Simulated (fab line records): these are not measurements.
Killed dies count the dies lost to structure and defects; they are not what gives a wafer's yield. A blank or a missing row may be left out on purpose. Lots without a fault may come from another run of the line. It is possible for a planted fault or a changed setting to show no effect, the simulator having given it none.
fab line records	flow sky130	part 1 of 2: steps 1 to 26 of 37
record: lots: 5	wafers: 15	lastDay: 50
route steps=708 shown SD_P@326 RES_XHIGH@332 SD_N@342 SALICIDE@361 LI_CONTACT@362
lots with no fault: from the same line, run without faults
startH: the number of hours between the record's first day and the start of the first shown wafer of the lot	waitH: how many hours have passed since the lot's step before this one	" identical to the entry in the row above	L1.1+2: a single row standing in for several wafers	- either no value or no given start	* or withheld: withheld	< > ~ a bound
route shown NAME@n: names a module that has steps shown in the file, with the first one's number in the route	usual: mean/standard deviation of fault-free wafers	same: alike in all rows	chamber/n: place in a boat	sites: readings site by site	_std_site: standard deviation of those values	_edge_site: outer sites' mean less inner sites'	radiusMm: for every site, how far away it sits from the centre of the wafer	mask NAME#n: copy n	behind: the tool/chamber that last shaped the wafer	hold: reason for holding the lot/hours on hold/outcome of the hold	device: names the non-switching transistor (n, p or np)	end of line: at the end of the route, the tests of the same wafers	a step without rows: its recipe alone	killed: dies that structure and defects cost at the first sort, which is not the same as the wafer's yield	map: a wafer's dies, marking killed ones x, the rest . and places with no die _
set.NAME: setting as actually run; set.NAME@STEP: the setting as run at that earlier step	model.NAME: the simulator's own value behind a step, which no gauge read
lots seen at some steps along the route; tables by step, rows by wafer
services: a tool's chamber out of use, with start hour (startH, from the record's first day; less than 0 if before it), hours out, and reason
== steps ==
step: SKY_SD_P_DEVELOP_06
recipe: resist: NOVOLAK	developer: TMAH	developTimeS: 60	devTempC: 23
usual: exhaustPa: 44.9/0.94
lot.wafer	tool	chamber	startH	waitH	exhaustPa
L077.2	lithoTrack-01	0	618.54	0.1	45.6
L077.3	"	0	"	"	45.4
L077.6	"	0	"	"	45.6
L078.1	lithoTrack-02	0	622.20	0.1	44.5
L078.2	"	0	"	"	44.0
L078.5	"	0	"	"	43.7
L085.1	lithoTrack-02	0	684.75	0.1	43.9
L085.2	"	0	"	"	44.6
L085.6	"	0	"	"	44.8
L096.1	lithoTrack-03	0	763.37	0.1	45.2
L096.4	"	0	"	"	44.8
L096.6	"	0	"	"	44.3
L097.1	lithoTrack-01	0	775.02	0.1	43.9
L097.5	"	0	"	"	44.1
L097.6	"	0	"	"	44.5
step: SKY_SD_P_CD_MEAS_07
recipe: targetCdNm: 380
usual: cdNm: 379.4/2.4
lot.wafer	tool	chamber	startH	waitH	cdNm
L077.2	cdSem-02	-	618.77	0.2	378.7
L077.3	"	-	"	"	376.1
L077.6	"	-	"	"	379.4
L078.1	cdSem-02	-	622.35	0.1	381.8
L078.2	"	-	"	"	380.5
L078.5	"	-	"	"	382.3
L085.1	cdSem-01	-	684.90	0.1	375.3
L085.2	"	-	"	"	375.6
L085.6	"	-	"	"	376.1
L096.1	cdSem-02	-	763.52	0.1	384.2
L096.4	"	-	"	"	385.8
L096.6	"	-	"	"	385.8
L097.1	cdSem-01	-	775.17	0.1	382.4
L097.5	"	-	"	"	378.8
L097.6	"	-	"	"	382.0
step: SKY_SD_P_OVL_MEAS_08
usual: SD_P_OVL: -0.6/1.5
lot.wafer	tool	chamber	startH	waitH	SD_P_OVL[nm]
L077.2	overlay-02	-	618.88	0.1	1.1
L077.3	"	-	"	"	-0.1
L077.6	"	-	"	"	1.0
L078.1	overlay-01	-	622.47	0.1	0.2
L078.2	"	-	"	"	2.4
L078.5	"	-	"	"	-1.6
L085.1	overlay-02	-	685.02	0.1	-1.8
L085.2	"	-	"	"	-2.1
L085.6	"	-	"	"	-2.4
L096.1	overlay-02	-	763.64	0.1	-0.3
L096.4	"	-	"	"	-0.7
L096.6	"	-	"	"	1.1
L097.1	overlay-02	-	775.29	0.1	-0.9
L097.5	"	-	"	"	-1.4
L097.6	"	-	"	"	-0.3
step: SKY_SD_P_IMPLANT_09
recipe: species: BF2	energyKev: 20	doseCm2: 3e+15	tiltDeg: 0
lot.wafer	tool	chamber	startH	waitH
L077.2+3+6	implanter-01	0	618.93	0.0
L078.1+2+5	implanter-04	0	622.50	0.0
L085.1+2+6	implanter-02	0	685.05	0.0
L096.1+4+6	implanter-02	0	763.68	0.0
L097.1+5+6	implanter-01	0	775.32	0.0
step: SKY_SD_P_STRIP_10
recipe: chemistry: O2/N2	powerW: 1400	pressureMtorr: 1500	platenTempC: withheld	o2FlowSccm: 3000	n2FlowSccm: 300	overashFraction: 0.5
usual: drypumpMotorCurrentA: 5.7/0.49	oesProductAu: 0.618/0.0045	stripTimeToEndpointS: 17.52/0.038
lot.wafer	tool	chamber	startH	waitH	drypumpMotorCurrentA	oesProductAu	rfHoursCounterH	stripTimeToEndpointS
L077.2	plasmaAsher-03	1	619.06	0.1	5.8	0.624	82	17.50
L077.3	"	0	"	"	5.0	0.615	-	17.52
L077.6	"	0	"	"	5.0	0.613	-	17.55
L078.1	plasmaAsher-01	1	622.65	0.1	5.4	0.611	89	17.52
L078.2	"	0	"	"	6.1	0.623	89	17.47
L078.5	"	0	"	"	6.1	0.618	-	17.53
L085.1	plasmaAsher-01	0	685.20	0.1	6.1	0.611	95	17.58
L085.2	"	1	"	"	5.4	0.621	95	17.59
L085.6	"	0	"	"	6.1	0.621	-	17.57
L096.1	plasmaAsher-02	0	763.83	0.1	6.4	0.613	34	17.49
L096.4	"	0	"	"	6.4	0.622	-	17.47
L096.6	"	1	"	"	6.3	0.620	-	17.51
L097.1	plasmaAsher-03	0	775.47	0.1	5.0	0.627	97	17.48
L097.5	"	0	"	"	5.0	0.624	-	17.47
L097.6	"	1	"	"	5.9	0.606	-	17.48
step: SKY_SD_P_TW_MEAS_11
usual: SD_P_TW: 2851/13
lot.wafer	tool	chamber	startH	waitH	SD_P_TW
L077.2	filmMetro-04	-	619.17	0.1	2840
L077.3	"	-	"	"	2859
L077.6	"	-	"	"	2839
L078.1	filmMetro-02	-	622.75	0.1	2861
L078.2	"	-	"	"	2855
L078.5	"	-	"	"	2856
L085.1	filmMetro-02	-	685.30	0.1	2871
L085.2	"	-	"	"	2864
L085.6	"	-	"	"	2837
L096.1	filmMetro-02	-	763.93	0.1	2842
L096.4	"	-	"	"	2858
L096.6	"	-	"	"	2847
L097.1	filmMetro-04	-	775.57	0.1	2862
L097.5	"	-	"	"	2851
L097.6	"	-	"	"	2854
step: SKY_RES_XHIGH_DEHYDRATE_00
recipe: tempC: 200	timeS: 60
usual: exhaustPa: 45.0/0.9	plateTempC: 200.02/0.15
lot.wafer	tool	chamber	startH	waitH	exhaustPa	plateTempC
L077.2	lithoTrack-04	0	633.26	14.1	45.4	200.22
L077.3	"	0	"	"	45.1	200.08
L077.6	"	0	"	"	45.9	200.12
L078.1	lithoTrack-04	0	636.83	14.1	45.8	200.03
L078.2	"	0	"	"	44.0	200.10
L078.5	"	0	"	"	45.8	200.19
L085.1	lithoTrack-02	0	698.80	13.5	45.4	200.09
L085.2	"	0	"	"	46.3	200.23
L085.6	"	0	"	"	45.3	199.95
L096.1	lithoTrack-03	0	776.87	12.9	43.9	200.25
L096.4	"	0	"	"	43.4	199.86
L096.6	"	0	"	"	44.5	199.94
L097.1	lithoTrack-03	0	788.82	13.2	45.6	200.24
L097.5	"	0	"	"	45.0	200.06
L097.6	"	0	"	"	44.4	200.18
step: SKY_RES_XHIGH_HMDS_01
recipe: primeTimeS: 60	primeTempC: 120
usual: exhaustPa: 45.0/0.95
lot.wafer	tool	chamber	startH	waitH	exhaustPa
L077.2	lithoTrack-04	0	633.41	0.1	43.8
L077.3	"	0	"	"	44.4
L077.6	"	0	"	"	45.5
L078.1	lithoTrack-04	0	636.98	0.1	45.9
L078.2	"	0	"	"	45.0
L078.5	"	0	"	"	44.9
L085.1	lithoTrack-02	0	698.95	0.1	44.5
L085.2	"	0	"	"	44.1
L085.6	"	0	"	"	45.1
L096.1	lithoTrack-03	0	777.02	0.1	44.9
L096.4	"	0	"	"	43.5
L096.6	"	0	"	"	45.9
L097.1	lithoTrack-03	0	788.97	0.1	44.5
L097.5	"	0	"	"	46.4
L097.6	"	0	"	"	44.4
step: SKY_RES_XHIGH_COAT_02
recipe: resist: NOVOLAK	spinRpm: 3000	resistThkNm: 1140
usual: exhaustPa: 45.0/1.1
lot.wafer	tool	chamber	startH	waitH	exhaustPa
L077.2	lithoTrack-04	0	633.56	0.1	44.0
L077.3	"	0	"	"	43.0
L077.6	"	0	"	"	42.8
L078.1	lithoTrack-04	0	637.13	0.1	45.9
L078.2	"	0	"	"	46.4
L078.5	"	0	"	"	45.6
L085.1	lithoTrack-02	0	699.10	0.1	42.1
L085.2	"	0	"	"	42.5
L085.6	"	0	"	"	41.9
L096.1	lithoTrack-03	0	777.17	0.1	44.0
L096.4	"	0	"	"	44.9
L096.6	"	0	"	"	44.4
L097.1	lithoTrack-03	0	789.12	0.1	43.0
L097.5	"	0	"	"	43.7
L097.6	"	0	"	"	44.7
step: SKY_RES_XHIGH_SOFTBAKE_03
recipe: tempC: 90	timeS: 60	resist: NOVOLAK
usual: exhaustPa: 45.1/0.86	plateTempC: 89.98/0.13
lot.wafer	tool	chamber	startH	waitH	exhaustPa	plateTempC
L077.2	lithoTrack-04	0	633.71	0.1	45.1	89.92
L077.3	"	0	"	"	45.2	89.74
L077.6	"	0	"	"	46.3	89.84
L078.1	lithoTrack-04	0	637.28	0.1	45.0	90.01
L078.2	"	0	"	"	44.5	90.10
L078.5	"	0	"	"	42.5	90.04
L085.1	lithoTrack-02	0	699.25	0.1	46.6	89.92
L085.2	"	0	"	"	46.6	90.04
L085.6	"	0	"	"	45.1	90.09
L096.1	lithoTrack-03	0	777.32	0.1	45.1	89.80
L096.4	"	0	"	"	45.6	89.83
L096.6	"	0	"	"	46.5	89.74
L097.1	lithoTrack-03	0	789.27	0.1	44.7	89.98
L097.5	"	0	"	"	46.4	90.07
L097.6	"	0	"	"	45.5	90.01
step: SKY_RES_XHIGH_EXPOSE_04
recipe: maskId: URPM	na: 0.6	sourceShape: conventional	sigmaOuter: 0.6	polarization: unpolarized	targetCdNm: 1270	doseMj: 140
usual: stageVelMmS: 500.11/0.28
same: na: 0.6
lot.wafer	tool	chamber	startH	waitH	mask	stageVelMmS
L077.2	ilineStepper-01	0	-	-	URPM#0	499.92
L077.3	"	0	"	"	URPM#0	500.24
L077.6	"	0	"	"	URPM#0	500.34
L078.1	ilineStepper-01	0	-	-	URPM#0	500.17
L078.2	"	0	"	"	URPM#0	500.25
L078.5	"	0	"	"	URPM#0	500.25
L085.1	ilineStepper-02	0	-	-	URPM#0	499.83
L085.2	"	0	"	"	URPM#0	499.73
L085.6	"	0	"	"	URPM#0	499.89
L096.1	ilineStepper-01	0	-	-	URPM#0	500.27
L096.4	"	0	"	"	URPM#0	500.07
L096.6	"	0	"	"	URPM#0	500.20
L097.1	ilineStepper-01	0	-	-	URPM#0	499.93
L097.5	"	0	"	"	URPM#0	499.67
L097.6	"	0	"	"	URPM#0	499.95
step: SKY_RES_XHIGH_PEB_05
recipe: tempC: withheld	timeS: *	resist: NOVOLAK
usual: exhaustPa: 45.0/0.78
lot.wafer	tool	chamber	startH	waitH	exhaustPa
L077.2	lithoTrack-02	0	-	-	45.3
L077.3	"	0	"	"	45.4
L077.6	"	0	"	"	45.5
L078.1	lithoTrack-02	0	-	-	44.8
L078.2	"	0	"	"	45.3
L078.5	"	0	"	"	46.1
L085.1	lithoTrack-04	0	-	-	45.1
L085.2	"	0	"	"	44.1
L085.6	"	0	"	"	45.0
L096.1	lithoTrack-04	0	-	-	44.1
L096.4	"	0	"	"	44.3
L096.6	"	0	"	"	45.0
L097.1	lithoTrack-02	0	-	-	45.7
L097.5	"	0	"	"	44.4
L097.6	"	0	"	"	44.9
step: SKY_RES_XHIGH_DEVELOP_06
recipe: resist: NOVOLAK	developer: TMAH	developTimeS: 60	devTempC: 23
usual: exhaustPa: 45.0/0.87
lot.wafer	tool	chamber	startH	waitH	exhaustPa
L077.2	lithoTrack-02	0	648.67	0.1	44.1
L077.3	"	0	"	"	45.5
L077.6	"	0	"	"	45.7
L078.1	lithoTrack-02	0	651.75	0.1	45.8
L078.2	"	0	"	"	44.8
L078.5	"	0	"	"	45.8
L085.1	lithoTrack-04	0	712.03	0.1	44.1
L085.2	"	0	"	"	45.2
L085.6	"	0	"	"	45.3
L096.1	lithoTrack-04	0	790.73	0.1	46.1
L096.4	"	0	"	"	46.1
L096.6	"	0	"	"	45.5
L097.1	lithoTrack-02	0	802.35	0.1	44.3
L097.5	"	0	"	"	42.8
L097.6	"	0	"	"	44.1
step: SKY_RES_XHIGH_IMPLANT_07
recipe: species: BF2	energyKev: 20	doseCm2: 3.6e+14	tiltDeg: 0
lot.wafer	tool	chamber	startH	waitH
L077.2+3+6	implanter-04	0	648.91	0.2
L078.1+2+5	implanter-02	0	651.90	0.1
L085.1+2+6	implanter-02	0	712.18	0.1
L096.1+4+6	implanter-04	0	790.88	0.1
L097.1+5+6	implanter-04	0	802.50	0.1
step: SKY_RES_XHIGH_STRIP_08
recipe: chemistry: O2/N2	powerW: 1400	pressureMtorr: 1500	platenTempC: withheld	o2FlowSccm: 3000	n2FlowSccm: 300	overashFraction: 0.5
usual: drypumpMotorCurrentA: 5.5/0.54	oesProductAu: 0.711/0.0037	stripTimeToEndpointS: 14.30/0.043
lot.wafer	tool	chamber	startH	waitH	drypumpMotorCurrentA	oesProductAu	rfHoursCounterH	stripTimeToEndpointS
L077.2	plasmaAsher-04	1	649.04	0.1	5.1	0.710	48	14.34
L077.3	"	0	"	"	5.1	0.715	-	14.29
L077.6	"	0	"	"	5.1	0.710	-	14.29
L078.1	plasmaAsher-03	0	652.05	0.1	5.0	0.706	85	14.29
L078.2	"	1	"	"	5.9	0.711	85	14.26
L078.5	"	1	"	"	5.9	0.712	-	14.25
L085.1	plasmaAsher-04	1	712.33	0.1	5.1	0.709	55	14.30
L085.2	"	0	"	"	5.1	0.712	55	14.33
L085.6	"	1	"	"	5.1	0.713	-	14.31
L096.1	plasmaAsher-03	1	791.03	0.1	5.8	0.711	98	14.36
L096.4	"	1	"	"	5.8	0.707	-	14.36
L096.6	"	0	"	"	5.0	0.712	-	14.38
L097.1	plasmaAsher-02	0	802.65	0.1	6.4	0.710	38	14.35
L097.5	"	0	"	"	6.4	0.706	-	14.34
L097.6	"	1	"	"	6.3	0.712	-	14.35
step: SKY_RES_XHIGH_TW_MEAS_09
usual: RES_XHIGH_TW: 1653/6.6
lot.wafer	tool	chamber	startH	waitH	RES_XHIGH_TW
L077.2	filmMetro-01	-	649.15	0.1	1652
L077.3	"	-	"	"	1641
L077.6	"	-	"	"	1651
L078.1	filmMetro-04	-	652.15	0.1	1656
L078.2	"	-	"	"	1640
L078.5	"	-	"	"	1648
L085.1	filmMetro-02	-	712.43	0.1	1660
L085.2	"	-	"	"	1667
L085.6	"	-	"	"	1663
L096.1	filmMetro-01	-	791.13	0.1	1656
L096.4	"	-	"	"	1656
L096.6	"	-	"	"	1658
L097.1	filmMetro-02	-	802.75	0.1	1651
L097.5	"	-	"	"	1653
L097.6	"	-	"	"	1650
step: SKY_SD_N_DEHYDRATE_00
recipe: tempC: 200	timeS: 60
usual: exhaustPa: 45.0/1	plateTempC: 200.01/0.18
lot.wafer	tool	chamber	startH	waitH	exhaustPa	plateTempC
L077.2	lithoTrack-03	0	662.10	12.9	43.8	199.82
L077.3	"	0	"	"	44.5	199.87
L077.6	"	0	"	"	44.7	199.95
L078.1	lithoTrack-01	0	665.86	13.7	46.4	200.14
L078.2	"	0	"	"	45.7	199.99
L078.5	"	0	"	"	45.8	200.09
L085.1	lithoTrack-01	0	725.67	13.2	44.5	200.03
L085.2	"	0	"	"	45.5	199.89
L085.6	"	0	"	"	45.0	199.89
L096.1	lithoTrack-04	0	803.98	12.8	44.7	200.53
L096.4	"	0	"	"	44.8	200.19
L096.6	"	0	"	"	43.6	200.35
L097.1	lithoTrack-04	0	815.99	13.2	47.6	199.93
L097.5	"	0	"	"	47.3	199.99
L097.6	"	0	"	"	46.7	199.95
step: SKY_SD_N_HMDS_01
recipe: primeTimeS: 60	primeTempC: 120
usual: exhaustPa: 45.2/1
lot.wafer	tool	chamber	startH	waitH	exhaustPa
L077.2	lithoTrack-03	0	662.25	0.1	45.8
L077.3	"	0	"	"	45.0
L077.6	"	0	"	"	45.5
L078.1	lithoTrack-01	0	666.01	0.1	46.4
L078.2	"	0	"	"	45.7
L078.5	"	0	"	"	46.8
L085.1	lithoTrack-01	0	725.82	0.1	43.9
L085.2	"	0	"	"	45.2
L085.6	"	0	"	"	44.6
L096.1	lithoTrack-04	0	804.13	0.1	44.2
L096.4	"	0	"	"	45.1
L096.6	"	0	"	"	44.5
L097.1	lithoTrack-04	0	816.14	0.1	46.5
L097.5	"	0	"	"	46.9
L097.6	"	0	"	"	46.7
step: SKY_SD_N_COAT_02
recipe: resist: NOVOLAK	spinRpm: 3000	resistThkNm: 1140
usual: exhaustPa: 45.2/0.96
lot.wafer	tool	chamber	startH	waitH	exhaustPa
L077.2	lithoTrack-03	0	662.40	0.1	45.6
L077.3	"	0	"	"	45.3
L077.6	"	0	"	"	43.9
L078.1	lithoTrack-01	0	666.16	0.1	44.4
L078.2	"	0	"	"	45.7
L078.5	"	0	"	"	43.5
L085.1	lithoTrack-01	0	725.97	0.1	45.1
L085.2	"	0	"	"	45.2
L085.6	"	0	"	"	45.0
L096.1	lithoTrack-04	0	804.28	0.1	45.9
L096.4	"	0	"	"	44.8
L096.6	"	0	"	"	44.7
L097.1	lithoTrack-04	0	816.29	0.1	43.9
L097.5	"	0	"	"	45.2
L097.6	"	0	"	"	45.8
step: SKY_SD_N_SOFTBAKE_03
recipe: tempC: 90	timeS: 60	resist: NOVOLAK
usual: exhaustPa: 45.0/0.82	plateTempC: 90.02/0.12
lot.wafer	tool	chamber	startH	waitH	exhaustPa	plateTempC
L077.2	lithoTrack-03	0	662.55	0.1	45.1	90.33
L077.3	"	0	"	"	43.7	90.16
L077.6	"	0	"	"	43.8	90.02
L078.1	lithoTrack-01	0	666.31	0.1	43.9	90.16
L078.2	"	0	"	"	46.0	89.95
L078.5	"	0	"	"	44.3	89.97
L085.1	lithoTrack-01	0	726.12	0.1	44.4	90.01
L085.2	"	0	"	"	44.3	89.97
L085.6	"	0	"	"	45.4	90.11
L096.1	lithoTrack-04	0	804.43	0.1	44.3	90.08
L096.4	"	0	"	"	45.0	90.19
L096.6	"	0	"	"	44.7	89.85
L097.1	lithoTrack-04	0	816.44	0.1	45.0	89.98
L097.5	"	0	"	"	44.2	89.97
L097.6	"	0	"	"	45.9	90.01
step: SKY_SD_N_EXPOSE_04
recipe: maskId: NSDM	na: 0.6	sourceShape: conventional	sigmaOuter: 0.6	polarization: unpolarized	targetCdNm: 380	doseMj: 141
usual: stageVelMmS: 499.93/0.26
same: na: 0.6
lot.wafer	tool	chamber	startH	waitH	mask	stageVelMmS
L077.2	ilineStepper-01	0	-	-	NSDM#0	499.86
L077.3	"	0	"	"	NSDM#0	499.89
L077.6	"	0	"	"	NSDM#0	499.82
L078.1	ilineStepper-01	0	-	-	NSDM#0	499.46
L078.2	"	0	"	"	NSDM#0	499.64
L078.5	"	0	"	"	NSDM#0	499.62
L085.1	ilineStepper-01	0	-	-	NSDM#0	499.92
L085.2	"	0	"	"	NSDM#0	499.83
L085.6	"	0	"	"	NSDM#0	499.62
L096.1	ilineStepper-02	0	-	-	NSDM#0	500.00
L096.4	"	0	"	"	NSDM#0	499.86
L096.6	"	0	"	"	NSDM#0	499.58
L097.1	ilineStepper-02	0	-	-	NSDM#0	500.03
L097.5	"	0	"	"	NSDM#0	500.43
L097.6	"	0	"	"	NSDM#0	500.19
step: SKY_SD_N_PEB_05
recipe: tempC: withheld	timeS: *	resist: NOVOLAK
usual: exhaustPa: 44.9/0.94
lot.wafer	tool	chamber	startH	waitH	exhaustPa
L077.2	lithoTrack-01	0	-	-	44.7
L077.3	"	0	"	"	46.0
L077.6	"	0	"	"	45.0
L078.1	lithoTrack-04	0	-	-	44.0
L078.2	"	0	"	"	44.7
L078.5	"	0	"	"	43.4
L085.1	lithoTrack-03	0	-	-	44.7
L085.2	"	0	"	"	44.8
L085.6	"	0	"	"	45.5
L096.1	lithoTrack-01	0	-	-	45.0
L096.4	"	0	"	"	45.4
L096.6	"	0	"	"	44.7
L097.1	lithoTrack-04	0	-	-	44.7
L097.5	"	0	"	"	44.0
L097.6	"	0	"	"	45.8
step: SKY_SD_N_DEVELOP_06
recipe: resist: NOVOLAK	developer: TMAH	developTimeS: 60	devTempC: 23
usual: exhaustPa: 45.2/0.85
lot.wafer	tool	chamber	startH	waitH	exhaustPa
L077.2	lithoTrack-01	0	676.64	0.1	45.4
L077.3	"	0	"	"	44.6
L077.6	"	0	"	"	45.1
L078.1	lithoTrack-04	0	680.43	0.1	45.5
L078.2	"	0	"	"	45.9
L078.5	"	0	"	"	44.5
L085.1	lithoTrack-03	0	739.97	0.1	46.1
L085.2	"	0	"	"	47.8
L085.6	"	0	"	"	46.3
L096.1	lithoTrack-01	0	818.07	0.1	45.3
L096.4	"	0	"	"	44.6
L096.6	"	0	"	"	45.4
L097.1	lithoTrack-04	0	829.74	0.1	44.6
L097.5	"	0	"	"	42.9
L097.6	"	0	"	"	45.5
step: SKY_SD_N_CD_MEAS_07
recipe: targetCdNm: 380
usual: cdNm: 380.1/2.4
lot.wafer	tool	chamber	startH	waitH	cdNm
L077.2	cdSem-01	-	676.78	0.1	379.4
L077.3	"	-	"	"	381.0
L077.6	"	-	"	"	380.9
L078.1	cdSem-02	-	680.58	0.1	377.5
L078.2	"	-	"	"	377.1
L078.5	"	-	"	"	378.6
L085.1	cdSem-02	-	740.12	0.1	380.6
L085.2	"	-	"	"	381.0
L085.6	"	-	"	"	378.2
L096.1	cdSem-02	-	818.22	0.1	382.2
L096.4	"	-	"	"	383.3
L096.6	"	-	"	"	381.0
L097.1	cdSem-02	-	829.89	0.1	381.1
L097.5	"	-	"	"	383.9
L097.6	"	-	"	"	381.8
step: SKY_SD_N_OVL_MEAS_08
usual: SD_N_OVL: 0.6/1.4
lot.wafer	tool	chamber	startH	waitH	SD_N_OVL[nm]
L077.2	overlay-01	-	676.89	0.1	0.0
L077.3	"	-	"	"	1.8
L077.6	"	-	"	"	1.4
L078.1	overlay-01	-	680.70	0.1	2.4
L078.2	"	-	"	"	0.3
L078.5	"	-	"	"	2.6
L085.1	overlay-02	-	740.24	0.1	1.2
L085.2	"	-	"	"	1.1
L085.6	"	-	"	"	0.8
L096.1	overlay-01	-	818.34	0.1	3.2
L096.4	"	-	"	"	1.2
L096.6	"	-	"	"	1.0
L097.1	overlay-02	-	830.01	0.1	0.4
L097.5	"	-	"	"	-1.9
L097.6	"	-	"	"	-2.1
step: SKY_SD_N_IMPLANT_09
recipe: species: As	energyKev: 50	doseCm2: 4e+15	tiltDeg: 0
lot.wafer	tool	chamber	startH	waitH
L077.2+3+6	implanter-01	0	676.95	0.0
L078.1+2+5	implanter-04	0	680.74	0.0
L085.1+2+6	implanter-01	0	740.28	0.0
L096.1+4+6	implanter-03	0	818.37	0.0
L097.1+5+6	implanter-03	0	830.04	0.0
